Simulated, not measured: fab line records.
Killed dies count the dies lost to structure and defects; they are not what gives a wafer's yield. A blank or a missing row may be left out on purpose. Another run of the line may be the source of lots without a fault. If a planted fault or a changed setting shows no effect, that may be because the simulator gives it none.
Which of the tools did it? + flow gf180mcu + 12 lots, 36 wafers sampled, at 2 steps of a route of 602

WHAT THE GAUGES SHOWED, per wafer
GF_V1_THK_MEAS_25: measures by xrf.
| lot  | measured     | on            | V1_W_THK (nm) |
|------|--------------|---------------|---------------|
| L075 | day 19 10:58 | film-metro-01 | 330 327 332   |
| L077 | day 20 05:08 | film-metro-01 | 333 330 331   |
| L079 | day 21 03:22 | film-metro-01 | 328 328 326   |
| L081 | day 21 15:02 | film-metro-01 | 330 330 332   |
| L083 | day 22 10:03 | film-metro-01 | 334 333 332   |
| L085 | day 23 06:21 | film-metro-01 | 331 332 332   |
| L087 | day 23 19:20 | film-metro-03 | 331 332 337   |
| L089 | day 24 12:55 | film-metro-01 | 337 333 331   |
| L091 | day 25 02:40 | film-metro-03 | 332 328 330   |
| L093 | day 25 17:46 | film-metro-04 | 329 331 328   |
| L095 | day 26 04:32 | film-metro-01 | 326 330 336   |
| L097 | day 26 19:59 | film-metro-04 | 330 327 331   |

WHAT TOOL EACH LOT RAN ON (gives the tool, then ch and the chambers of the sampled wafers, and finally the start)
| lot  | GF_CONTACT_STRIP_18                  |
|------|--------------------------------------|
| L075 | plasma-asher-03 ch 0,1, day 17 06:09 |
| L077 | plasma-asher-02 ch 0,1, day 18 00:09 |
| L079 | plasma-asher-03 ch 0, day 18 21:37   |
| L081 | plasma-asher-01 ch 1, day 19 09:58   |
| L083 | plasma-asher-02 ch 0,1, day 20 05:30 |
| L085 | plasma-asher-01 ch 0,1, day 21 02:52 |
| L087 | plasma-asher-03 ch 0,1, day 21 16:21 |
| L089 | plasma-asher-03 ch 0,1, day 22 10:28 |
| L091 | plasma-asher-01 ch 0,1, day 23 00:16 |
| L093 | plasma-asher-02 ch 0,1, day 23 17:34 |
| L095 | plasma-asher-02 ch 0,1, day 24 04:18 |
| L097 | plasma-asher-02 ch 0,1, day 24 20:43 |
- GF_CONTACT_STRIP_18: strips in O2/N2.

THE ANSWER, worked out from the rows above alone
Rule: the lots themselves supply what counts as usual. The widest of any qualifying gaps counts: lots, ordered by their means at a reading, are off when they make up no more than a third of the lots, leave a main group of 4 or more, and stand apart from it by 3 or more times the standard deviation of that group's means. Not used: any main group whose means are identical at the precision the tables above print for the reading. A lot without any number at a reading at which 4 lots or more have one is off too. The other lots that the step has rows for count as sound.
Across all readings shown, no lot is off: no conclusion can be drawn from this.

WHAT WAS PUT IN BY THE SIMULATOR
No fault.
